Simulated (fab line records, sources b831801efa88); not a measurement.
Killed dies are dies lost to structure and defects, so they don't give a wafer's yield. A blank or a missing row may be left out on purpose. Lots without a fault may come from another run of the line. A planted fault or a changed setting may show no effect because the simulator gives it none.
A struck lot beside a sound one | flow sky130 | 19 steps out of a route of 708
Sound: wafers L192.2, L192.3, L192.5. Struck: wafers L200.2, L200.5, L200.6. The cause comes at the end.
At each step with rows: each side's tool, then ch and its chambers, then its first start. Under that, the readings that differ: sound wafers | struck wafers | difference of the means | sigmas: that difference in standard deviations of wafers without a fault.
alike: readings whose means differ by less than 2 such deviations, and words and numbers that are the same on both sides. not compared: withheld readings, readings that some wafer has no value for, bounds like >300 that may hide the same value, and numbers for which the record gives no deviation and whose values overlap.
The two part at a step that has a row with sigmas, a row that says differs or no value, or rows on one side only. Numbers that don't overlap but have no deviation are shown without sigmas and don't part them. A reading that every wafer of one side lacks parts them only if that side has two wafers or more.

first, 3 steps without rows for these wafers: SKY_VT_ADJUST_NCORE_EXPOSE_04 (exposes mask LVTN COMPLEMENT THIN, target cd 380 nm); SKY_VT_ADJUST_NCORE_PEB_05; SKY_VT_ADJUST_NCORE_DEVELOP_06 (develop time 60 s).
SKY_VT_ADJUST_NCORE_CD_MEAS_07: target cd 380 nm.
  sound on cd_sem-01, day 9 21:50; struck on cd_sem-02, day 12 00:50
  reading    | sound             | struck            | difference | sigmas
  cd_nm (nm) | 380.3 382.2 382.7 | 374.2 371.9 375.7 | -7.8       | -3
SKY_VT_ADJUST_NCORE_OVL_MEAS_08:
  sound on overlay-02, day 9 21:56; struck on overlay-02, day 12 00:56
  alike: VT_ADJUST_NCORE_OVL
then, 1 step without rows for these wafers: SKY_VT_ADJUST_NCORE_IMPLANT_09.
SKY_VT_ADJUST_NCORE_STRIP_10: strips in O2/N2.
  sound on plasma_asher-03 ch 0,1, day 9 22:07; struck on plasma_asher-02 ch 0,1, day 12 01:07
  alike: drypump_motor_current_A, oes_product_au, strip_time_to_endpoint_s
  not compared: rf_hours_counter_h
SKY_VT_ADJUST_NCORE_TW_MEAS_11:
  sound on film_metro-02, day 9 22:14; struck on film_metro-01, day 12 01:14
  alike: VT_ADJUST_NCORE_TW
then, 4 steps without rows for these wafers: SKY_VT_ADJUST_HVTR_DEHYDRATE_00 (time 60 s); SKY_VT_ADJUST_HVTR_HMDS_01 (prime time 60 s); SKY_VT_ADJUST_HVTR_COAT_02 (resist thk 1140 nm); SKY_VT_ADJUST_HVTR_SOFTBAKE_03 (time 60 s).
SKY_VT_ADJUST_HVTR_EXPOSE_04: exposes mask HVTRM, target cd 380 nm.
  sound on iline_stepper-02 ch 0, day 10 08:53; struck on iline_stepper-01 ch 0, day 12 13:28
  reading                                | sound                | struck         | difference | sigmas
  model.VT_ADJUST_HVTR.overlay_x_nm (nm) | 0.8177 0.8177 0.8177 | 48.8 48.8 48.8 | +48.0      |
  alike: mask, exposure_dose_mJ_cm2, stage_vel_mm_s
then, 2 steps without rows for these wafers: SKY_VT_ADJUST_HVTR_PEB_05; SKY_VT_ADJUST_HVTR_DEVELOP_06 (develop time 60 s).
SKY_VT_ADJUST_HVTR_CD_MEAS_07: target cd 380 nm.
  sound on cd_sem-01, day 10 19:35; struck on cd_sem-01, day 13 01:14
  alike: cd_nm
SKY_VT_ADJUST_HVTR_OVL_MEAS_08:
  sound on overlay-01, day 10 19:41; struck on overlay-02, day 13 01:20
  reading                 | sound         | struck         | difference | sigmas
  VT_ADJUST_HVTR_OVL (nm) | -1.5 -0.4 1.0 | 46.2 47.1 47.3 | +47.2      | +34
then, 1 step without rows for these wafers: SKY_VT_ADJUST_HVTR_IMPLANT_09.
-- the record jumps here: 37 days lie between the struck wafers' starts before and after (it left off in module VT_ADJUST_HVTR and takes up again in module PAD_OPEN, whose first step shown is number 708 of the route) --
SKY_PAD_OPEN_PROBE_99:
  sound on prober-02, day 46 17:05; struck on prober-02, day 50 08:20
  alike: killed_at_M0_to_M3, killed_at_M4_up, killed_at_contacts, killed_at_front_end, killed_at_other, killed_dies, killed_open, killed_short

WHERE THEY PART
First at SKY_VT_ADJUST_NCORE_CD_MEAS_07; last, within this record, at SKY_VT_ADJUST_HVTR_OVL_MEAS_08. Later steps at which nothing parts them and some readings are alike: SKY_PAD_OPEN_PROBE_99.

WHY: what the simulator had put in
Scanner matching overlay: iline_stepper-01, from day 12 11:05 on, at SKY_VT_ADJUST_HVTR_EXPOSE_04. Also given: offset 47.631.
